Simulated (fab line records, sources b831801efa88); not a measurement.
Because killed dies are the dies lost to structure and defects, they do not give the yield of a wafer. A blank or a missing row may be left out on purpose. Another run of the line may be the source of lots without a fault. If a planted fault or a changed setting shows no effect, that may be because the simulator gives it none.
Which tool is to blame? / flow sky130 / 15 lots with 45 wafers sampled at 5 steps, on a route of 708 steps

== WHAT EACH GAUGE READ, for each wafer ==
SKY_POLY_GATE_CD_MEAS_22. Usual: 149.9 nm for cdNm, sd 2.7.
lot=L424; measured=day 16 23:23; on=cdSem-01; cdNm (nm)=151.4 152.2 150.0; flag=
lot=L427; measured=day 18 07:46; on=cdSem-01; cdNm (nm)=147.5 146.6 147.1; flag=
lot=L428; measured=day 18 10:42; on=cdSem-02; cdNm (nm)=148.5 150.1 150.4; flag=
lot=L430; measured=day 19 20:16; on=cdSem-01; cdNm (nm)=144.7 145.0 150.2; flag=
lot=L431; measured=day 20 02:41; on=cdSem-01; cdNm (nm)=147.7 149.8 150.3; flag=
lot=L432; measured=day 20 06:55; on=cdSem-01; cdNm (nm)=152.6 152.4 148.7; flag=
lot=L433; measured=day 20 12:17; on=cdSem-01; cdNm (nm)=145.1 143.8 145.7; flag=
lot=L434; measured=day 20 23:59; on=cdSem-01; cdNm (nm)=151.0 150.6 148.6; flag=
lot=L438; measured=day 22 10:18; on=cdSem-01; cdNm (nm)=153.5 151.7 153.6; flag=
lot=L439; measured=day 22 20:56; on=cdSem-01; cdNm (nm)=151.9 153.4 154.0; flag=
lot=L440; measured=day 22 21:53; on=cdSem-02; cdNm (nm)=148.7 149.1 150.2; flag=
lot=L442; measured=day 23 22:49; on=cdSem-01; cdNm (nm)=152.0 150.1 149.8; flag=
lot=L441; measured=day 24 01:55; on=cdSem-02; cdNm (nm)=151.4 151.0 151.9; flag=
lot=L444; measured=day 24 12:06; on=cdSem-01; cdNm (nm)=149.5 149.7 146.3; flag=
lot=L445; measured=day 24 16:08; on=cdSem-02; cdNm (nm)=146.9 150.4 151.2; flag=

SKY_LDD_P_CD_MEAS_07 targets a cd of 380 nm. Usual: 380 nm for cdNm, sd 3.2.
lot=L424; measured=day 19 12:29; on=cdSem-02; cdNm (nm)=377 376 377; flag=
lot=L427; measured=day 20 23:04; on=cdSem-01; cdNm (nm)=383 383 383; flag=
lot=L428; measured=day 21 00:19; on=cdSem-01; cdNm (nm)=373 376 377; flag=
lot=L430; measured=day 22 10:07; on=cdSem-02; cdNm (nm)=376 378 376; flag=
lot=L431; measured=day 22 15:49; on=cdSem-02; cdNm (nm)=380 377 380; flag=
lot=L432; measured=day 22 21:10; on=cdSem-02; cdNm (nm)=384 386 383; flag=
lot=L433; measured=day 23 01:38; on=cdSem-02; cdNm (nm)=377 380 380; flag=
lot=L434; measured=day 23 14:44; on=cdSem-02; cdNm (nm)=380 382 381; flag=
lot=L438; measured=day 24 22:07; on=cdSem-02; cdNm (nm)=381 382 381; flag=
lot=L439; measured=day 25 08:46; on=cdSem-02; cdNm (nm)=382 382 383; flag=
lot=L440; measured=day 25 10:26; on=cdSem-02; cdNm (nm)=377 377 377; flag=
lot=L442; measured=day 26 09:55; on=cdSem-02; cdNm (nm)=384 384 384; flag=
lot=L441; measured=day 26 14:16; on=cdSem-01; cdNm (nm)=387 386 385; flag=
lot=L444; measured=day 26 22:37; on=cdSem-02; cdNm (nm)=381 383 381; flag=
lot=L445; measured=day 27 03:44; on=cdSem-02; cdNm (nm)=382 379 382; flag=

SKY_LDD_LDN_OVL_MEAS_07. Usual: LDD_LDN_OVL -0.7 nm, standard deviation 1.3.
lot=L424; measured=day 23 09:05; on=overlay-01; LDD_LDN_OVL (nm)=-1.3 -1.3 0.9; flag=
lot=L427; measured=day 24 17:23; on=overlay-01; LDD_LDN_OVL (nm)=0.6 0.1 1.0; flag=
lot=L428; measured=day 24 18:27; on=overlay-02; LDD_LDN_OVL (nm)=-1.2 1.8 0.2; flag=
lot=L430; measured=day 26 03:03; on=overlay-01; LDD_LDN_OVL (nm)=-0.8 1.0 -0.8; flag=
lot=L431; measured=day 26 07:56; on=overlay-01; LDD_LDN_OVL (nm)=1.2 1.6 0.0; flag=
lot=L432; measured=day 26 14:29; on=overlay-01; LDD_LDN_OVL (nm)=1.6 0.8 -2.0; flag=
lot=L433; measured=day 26 18:35; on=overlay-02; LDD_LDN_OVL (nm)=1.5 0.3 0.4; flag=
lot=L434; measured=day 27 07:10; on=overlay-02; LDD_LDN_OVL (nm)=0.5 -1.5 -0.9; flag=
lot=L438; measured=day 28 13:27; on=overlay-02; LDD_LDN_OVL (nm)=-2.5 -0.4 -1.8; flag=
lot=L439; measured=day 28 23:41; on=overlay-01; LDD_LDN_OVL (nm)=-1.1 -1.0 0.1; flag=
lot=L440; measured=day 29 01:10; on=overlay-02; LDD_LDN_OVL (nm)=-0.5 -2.2 1.5; flag=
lot=L442; measured=day 30 00:00; on=overlay-02; LDD_LDN_OVL (nm)=-0.5 -1.9 -1.0; flag=
lot=L441; measured=day 30 03:55; on=overlay-01; LDD_LDN_OVL (nm)=0.9 -0.5 -0.9; flag=
lot=L444; measured=day 30 11:37; on=overlay-02; LDD_LDN_OVL (nm)=-3.0 -0.3 -1.7; flag=
lot=L445; measured=day 30 16:56; on=overlay-02; LDD_LDN_OVL (nm)=-3.5 -2.5 -2.3; flag=

SKY_LDD_LDN_TW_MEAS_13. Usual: LDD_LDN_TW 1483, standard deviation 17.
lot=L424; measured=day 23 09:50; on=filmMetro-03; LDD_LDN_TW=1499 1498 1502; flag=
lot=L427; measured=day 24 18:07; on=filmMetro-03; LDD_LDN_TW=1503 1498 1486; flag=
lot=L428; measured=day 24 19:11; on=filmMetro-03; LDD_LDN_TW=1497 1502 1501; flag=
lot=L430; measured=day 26 03:47; on=filmMetro-03; LDD_LDN_TW=1507 1498 1505; flag=
lot=L431; measured=day 26 08:40; on=filmMetro-03; LDD_LDN_TW=1501 1500 1509; flag=
lot=L432; measured=day 26 15:13; on=filmMetro-03; LDD_LDN_TW=1375 1381 1383 1381 1374 1380; flag=OFF
lot=L433; measured=day 26 19:20; on=filmMetro-04; LDD_LDN_TW=1353 1356 1354 1340 1345 1356; flag=OFF
lot=L434; measured=day 27 07:55; on=filmMetro-04; LDD_LDN_TW=1349 1354 1347 1345 1363 1346; flag=OFF
lot=L438; measured=day 28 14:11; on=filmMetro-01; LDD_LDN_TW=1473 1476 1476; flag=
lot=L439; measured=day 29 00:25; on=filmMetro-04; LDD_LDN_TW=1473 1469 1467; flag=
lot=L440; measured=day 29 01:55; on=filmMetro-04; LDD_LDN_TW=1456 1465 1466; flag=
lot=L442; measured=day 30 00:44; on=filmMetro-03; LDD_LDN_TW=1504 1498 1496; flag=
lot=L441; measured=day 30 04:40; on=filmMetro-01; LDD_LDN_TW=1488 1487 1488; flag=
lot=L444; measured=day 30 12:22; on=filmMetro-04; LDD_LDN_TW=1470 1455 1461; flag=
lot=L445; measured=day 30 17:41; on=filmMetro-04; LDD_LDN_TW=1458 1461 1461; flag=

== WHAT TOOL EACH LOT RAN ON (gives the tool, then ch and the chambers of the sampled wafers, and finally the start) ==
lot=L424; SKY_LDD_LDN_IMPLANT_11=implanter-03 ch 0, day 23 09:35
lot=L427; SKY_LDD_LDN_IMPLANT_11=implanter-01 ch 0, day 24 17:53
lot=L428; SKY_LDD_LDN_IMPLANT_11=implanter-04 ch 0, day 24 18:57
lot=L430; SKY_LDD_LDN_IMPLANT_11=implanter-01 ch 0, day 26 03:33
lot=L431; SKY_LDD_LDN_IMPLANT_11=implanter-03 ch 0, day 26 08:26
lot=L432; SKY_LDD_LDN_IMPLANT_11=implanter-04, day 26 14:59
lot=L433; SKY_LDD_LDN_IMPLANT_11=implanter-03, day 26 19:05
lot=L434; SKY_LDD_LDN_IMPLANT_11=implanter-01, day 27 07:40
lot=L438; SKY_LDD_LDN_IMPLANT_11=implanter-01 ch 0, day 28 13:57
lot=L439; SKY_LDD_LDN_IMPLANT_11=implanter-01 ch 0, day 29 00:11
lot=L440; SKY_LDD_LDN_IMPLANT_11=implanter-01 ch 0, day 29 01:40
lot=L442; SKY_LDD_LDN_IMPLANT_11=implanter-03 ch 0, day 30 00:30
lot=L441; SKY_LDD_LDN_IMPLANT_11=implanter-01 ch 0, day 30 04:27
lot=L444; SKY_LDD_LDN_IMPLANT_11=implanter-04 ch 0, day 30 12:09
lot=L445; SKY_LDD_LDN_IMPLANT_11=implanter-01 ch 0, day 30 17:28
- SKY_LDD_LDN_IMPLANT_11

== WHAT THE TOOLS THEMSELVES READ (means of the sampled wafers that have a number; where no wafer has one, the mark that the record gives instead) ==
SKY_LDD_LDN_IMPLANT_11. Usual: beamEnergyKeV 14.999, standard deviation 0.0043; beamOnS 10.00 s, standard deviation 0.18; doseIonsCm2 1.25e+13, standard deviation 1.3e+10.
lot=L424; tool=implanter-03; beamEnergyKeV=14.993; beamOnS (s)=9.92; doseIonsCm2=1.25e+13; flag=
lot=L427; tool=implanter-01; beamEnergyKeV=14.996; beamOnS (s)=9.96; doseIonsCm2=1.25e+13; flag=
lot=L428; tool=implanter-04; beamEnergyKeV=14.998; beamOnS (s)=10.17; doseIonsCm2=1.25e+13; flag=
lot=L430; tool=implanter-01; beamEnergyKeV=15.004; beamOnS (s)=9.94; doseIonsCm2=1.25e+13; flag=
lot=L431; tool=implanter-03; beamEnergyKeV=15.004; beamOnS (s)=9.84; doseIonsCm2=1.25e+13; flag=
lot=L432; tool=implanter-04; beamEnergyKeV=-; beamOnS (s)=-; doseIonsCm2=-; flag=OFF
lot=L433; tool=implanter-03; beamEnergyKeV=-; beamOnS (s)=-; doseIonsCm2=-; flag=OFF
lot=L434; tool=implanter-01; beamEnergyKeV=-; beamOnS (s)=-; doseIonsCm2=-; flag=OFF
lot=L438; tool=implanter-01; beamEnergyKeV=15.004; beamOnS (s)=9.99; doseIonsCm2=1.25e+13; flag=
lot=L439; tool=implanter-01; beamEnergyKeV=14.997; beamOnS (s)=10.05; doseIonsCm2=1.25e+13; flag=
lot=L440; tool=implanter-01; beamEnergyKeV=15.000; beamOnS (s)=10.09; doseIonsCm2=1.25e+13; flag=
lot=L442; tool=implanter-03; beamEnergyKeV=14.999; beamOnS (s)=9.89; doseIonsCm2=1.25e+13; flag=
lot=L441; tool=implanter-01; beamEnergyKeV=14.998; beamOnS (s)=10.05; doseIonsCm2=1.25e+13; flag=
lot=L444; tool=implanter-04; beamEnergyKeV=14.998; beamOnS (s)=9.79; doseIonsCm2=1.25e+13; flag=
lot=L445; tool=implanter-01; beamEnergyKeV=14.996; beamOnS (s)=9.89; doseIonsCm2=1.25e+13; flag=

== THE ANSWER, worked out from the rows above alone ==
Rule: a lot counts as off when the mean over its wafers that have a number is more than 3 standard deviations away from the usual mean. A lot without any number at a reading at which 4 lots or more have one is off too. Any other lot the step has rows for is counted as sound. Order of review: gauges by route order, followed by the tools' own readings, for which a lot's mean as printed above is used. At the first step where some lot is off, the reading lying furthest off is the one used; lots without a number count as furthest.
Off: at SKY_LDD_LDN_TW_MEAS_13 (LDD_LDN_TW), L432, L433, L434.
A tool fits if, at a process step before that reading, it ran every lot that is off, and no sound lot after the first of them. The gauges at SKY_LDD_LDN_TW_MEAS_13 aren't tried: what is off there is off at SKY_LDD_LDN_IMPLANT_11 too, on other tools, and a gauge's error can't cause that. No candidate that was tried fits.

== WHAT THE SIMULATOR PUT IN ==
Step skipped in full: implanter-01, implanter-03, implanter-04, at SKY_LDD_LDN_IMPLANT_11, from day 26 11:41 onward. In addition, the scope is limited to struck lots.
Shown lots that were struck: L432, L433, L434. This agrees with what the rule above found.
